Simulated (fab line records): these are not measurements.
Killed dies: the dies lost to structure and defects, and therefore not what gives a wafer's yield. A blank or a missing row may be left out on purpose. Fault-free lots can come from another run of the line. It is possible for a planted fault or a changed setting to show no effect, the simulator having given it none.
Chamber matching :: flow gf180mcu :: GF_V3_CMP_26 on cmp-02 has 4 sister chambers
The step polishes, stops on SiO2, t overpolish 15 s, target thk 0 nm. 4 wafers are shown with their chamber, then 7 later ones without.

EACH WAFER AND ITS CHAMBER
wafer: L994.4
chamber: 3
motor_current_A (A): 11.6

wafer: L994.5
chamber: 0
motor_current_A (A): 12.4

wafer: L995.1
chamber: 2
motor_current_A (A): 10.8

wafer: L995.3
chamber: 1
motor_current_A (A): 12.6

WAFERS WITHOUT THEIR CHAMBER
wafer: L995.6
motor_current_A (A): 12.7

wafer: L996.1
motor_current_A (A): 12.5

wafer: L996.2
motor_current_A (A): 11.3

wafer: L996.3
motor_current_A (A): 10.7

wafer: L998.2
motor_current_A (A): 11.4

wafer: L998.3
motor_current_A (A): 10.5

wafer: L998.5
motor_current_A (A): 11.3

CHAMBER TAKEN BY EACH
wafer: L995.6
from the rows above: can't be placed: 1 or 0
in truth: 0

wafer: L996.1
from the rows above: can't be placed: 0 or 1
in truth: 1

wafer: L996.2
from the rows above: can't be placed: 3 or 2
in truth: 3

wafer: L996.3
from the rows above: 2
in truth: 2

wafer: L998.2
from the rows above: can't be placed: 3 or 2
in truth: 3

wafer: L998.3
from the rows above: 2
in truth: 2

wafer: L998.5
from the rows above: can't be placed: 3 or 2
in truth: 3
Correctly placed: 2 of 7. Can't be placed from these rows: 5 (the true chamber is among the candidates in 5). Number placed wrongly: 0.
How it was worked out, from the rows above alone: a wafer's distance from a chamber is the root of the sum, over the readings, of the square of ((its reading less the chamber's mean) divided by the reading's scatter). The wafer belongs to the nearest chamber; if the next one is less than 2 further off, it can't be placed. For every chamber, the mean is computed from those of its wafers that are shown. The scatter: with one shown wafer a chamber, the root of the mean of the squares of how far each hidden wafer lies from its nearest shown one.
